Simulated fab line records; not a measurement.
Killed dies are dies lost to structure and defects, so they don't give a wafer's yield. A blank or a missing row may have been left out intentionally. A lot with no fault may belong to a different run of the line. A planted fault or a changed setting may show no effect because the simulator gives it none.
The tool behind it: which one?    flow gf180mcu    36 wafers sampled from 12 lots at 1 step of a route of 602

## WHAT THE GAUGES SHOWED, per wafer
GF_HV_LDD_TW_MEAS_50.
lot   measured      on            HV_LDD_4_TW
L075  day 12 15:58  filmMetro-04  585 580 579
L077  day 13 12:40  filmMetro-02  566 565 565
L078  day 14 00:11  filmMetro-04  579 583 581
L081  day 14 18:44  filmMetro-02  565 566 566
L083  day 15 10:22  filmMetro-02  569 569 567
L085  day 16 01:31  filmMetro-01  575 571 578
L087  day 16 16:01  filmMetro-04  579 577 580
L089  day 17 04:20  filmMetro-01  575 576 574
L091  day 18 01:20  filmMetro-01  571 574 572
L093  day 18 13:20  filmMetro-02  562 562 563
L095  day 19 10:04  filmMetro-02  562 562 558
L097  day 20 04:58  filmMetro-02  566 563 564

## EACH LOT AND THE TOOL THAT RAN IT (in order: tool; ch and the chambers of the sampled wafers; start)
No process step before these readings appears in the record.

## THE ANSWER, worked out from the rows above alone
Rule: what is usual is taken from the lots themselves. The widest of any qualifying gaps counts: lots, ordered by their means at a reading, are off when they make up no more than a third of the lots, leave a main group of 4 or more, and stand apart from it by 3 or more times the standard deviation of that group's means. Not used: any main group whose means are identical at the precision the tables above print for the reading. Also off: a lot with no number at a reading for which 4 or more lots have one. Where the step has rows for the other lots, those lots are counted as sound.
Nothing can be told from this: no lot is off at any reading shown.

## WHAT THE SIMULATOR HAD INSERTED
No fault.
